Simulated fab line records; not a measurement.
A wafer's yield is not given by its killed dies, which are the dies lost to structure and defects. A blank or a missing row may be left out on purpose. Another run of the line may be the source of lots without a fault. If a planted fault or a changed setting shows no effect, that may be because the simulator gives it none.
The tool behind it: which one?    flow sky130    10 lots with 30 wafers sampled at 3 steps, on a route of 708 steps

## WHAT EACH GAUGE READ, for each wafer
SKY_CONTACT_THK_MEAS_03. Usual: for CONTACT_HDPCVD_THK the level is 567 nm and the standard deviation is 5.
lot   measured      on             CONTACT_HDPCVD_THK (nm)  flag
L471  day 31 01:59  film-metro-03  570 574 572              
L472  day 32 06:07  film-metro-02  560 567 565              
L475  day 32 13:55  film-metro-03  573 567 565              
L476  day 32 16:30  film-metro-03  569 569 560              
L477  day 33 19:15  film-metro-01  576 569 568              
L478  day 34 00:42  film-metro-01  575 568 572              
L485  day 35 10:53  film-metro-03  450 567 570 449 566 570  OFF
L486  day 35 20:52  film-metro-03  562 568 560              
L487  day 36 08:53  film-metro-01  566 568 563              
L488  day 36 18:23  film-metro-03  441 564 446 442 564 447  OFF

## EACH LOT AND THE TOOL THAT RAN IT (in order: tool; ch and the chambers of the sampled wafers; start)
lot   SKY_LOCAL_INTERCONNECT_STRIP_15       SKY_CONTACT_HDPCVD_02
L471  plasma-asher-01 ch 0,1, day 31 01:14  hdpcvd-01 ch 0,1,2, day 31 01:55
L472  plasma-asher-01 ch 0,1, day 32 05:22  hdpcvd-02 ch 0,1,2, day 32 06:04
L475  plasma-asher-01 ch 0,1, day 32 13:08  hdpcvd-01 ch 1,2, day 32 13:50
L476  plasma-asher-03 ch 0,1, day 32 15:45  hdpcvd-02 ch 0,1,2, day 32 16:26
L477  plasma-asher-02 ch 0,1, day 33 18:29  hdpcvd-02 ch 1,2, day 33 19:11
L478  plasma-asher-02 ch 0,1, day 33 23:56  hdpcvd-01 ch 0,1,2, day 34 00:38
L485  plasma-asher-01 ch 0,1, day 35 10:06  hdpcvd-02 ch 0,2, day 35 10:49
L486  plasma-asher-01 ch 0,1, day 35 20:02  hdpcvd-01 ch 0,1, day 35 20:47
L487  plasma-asher-03 ch 0,1, day 36 08:02  hdpcvd-01 ch 0,1, day 36 08:49
L488  plasma-asher-02 ch 0,1, day 36 17:35  hdpcvd-02 ch 0,1, day 36 18:19
- SKY_LOCAL_INTERCONNECT_STRIP_15: strips in O2/N2.
- SKY_CONTACT_HDPCVD_02: deposits SiO2, target thk 565 nm, time 94.2 s.

## WHAT THE TOOLS THEMSELVES READ (means of the sampled wafers that have a number; where no wafer has one, the mark that the record gives instead)
SKY_LOCAL_INTERCONNECT_STRIP_15. Usual: drypump-motor-current-A 5.7 A, standard deviation 0.38; o2-flow-sccm 3000 sccm, standard deviation 9.1; oes-product-au 0.427 a.u., standard deviation 0.0045; strip-time-to-endpoint-s 4.745 s, standard deviation 0.019.
lot   tool             drypump-motor-current-A (A)  o2-flow-sccm (sccm)  oes-product-au (a.u.)  strip-time-to-endpoint-s (s)  flag
L471  plasma-asher-01  5.5                          3007                 0.421                  4.718                         
L472  plasma-asher-01  5.5                          2997                 0.427                  4.728                         
L475  plasma-asher-01  5.5                          3002                 0.426                  4.736                         
L476  plasma-asher-03  6.0                          3014                 0.428                  4.736                         
L477  plasma-asher-02  5.6                          2998                 0.429                  4.738                         
L478  plasma-asher-02  5.7                          2992                 0.431                  4.734                         
L485  plasma-asher-01  5.5                          2991                 0.428                  4.739                         
L486  plasma-asher-01  5.5                          2994                 0.433                  4.752                         
L487  plasma-asher-03  5.9                          3008                 0.429                  4.740                         
L488  plasma-asher-02  6.1                          3006                 0.425                  4.751                         

## THE ANSWER, worked out from the rows above alone
Rule: a lot counts as off when the mean over its wafers that have a number is more than 3 standard deviations away from the usual mean. Also off: a lot with no number at a reading for which 4 or more lots have one. Any other lot the step has rows for is counted as sound. After the gauges, taken in route order, come the tools' own readings; for these a lot's mean is taken, as printed above. The first step at which some lot is off is used, and at that step the reading that is off furthest; a lot without a number counts as furthest.
Off: at SKY_CONTACT_THK_MEAS_03 (CONTACT_HDPCVD_THK), L485, L488.
A tool fits if, at a process step before that reading, it ran every lot that is off, and no sound lot after the first of them. Those tools and the gauges at SKY_CONTACT_THK_MEAS_03 are tried in the same way. One fits: hdpcvd-02 at SKY_CONTACT_HDPCVD_02. A fault onset in the window from L477 (day 33 19:11, its last sound lot) to L485 (day 35 10:49, its first lot off) fits.

## WHAT THE SIMULATOR HAD PUT IN
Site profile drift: hdpcvd-02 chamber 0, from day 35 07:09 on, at SKY_CONTACT_HDPCVD_02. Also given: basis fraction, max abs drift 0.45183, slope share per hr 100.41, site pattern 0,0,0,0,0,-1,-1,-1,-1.
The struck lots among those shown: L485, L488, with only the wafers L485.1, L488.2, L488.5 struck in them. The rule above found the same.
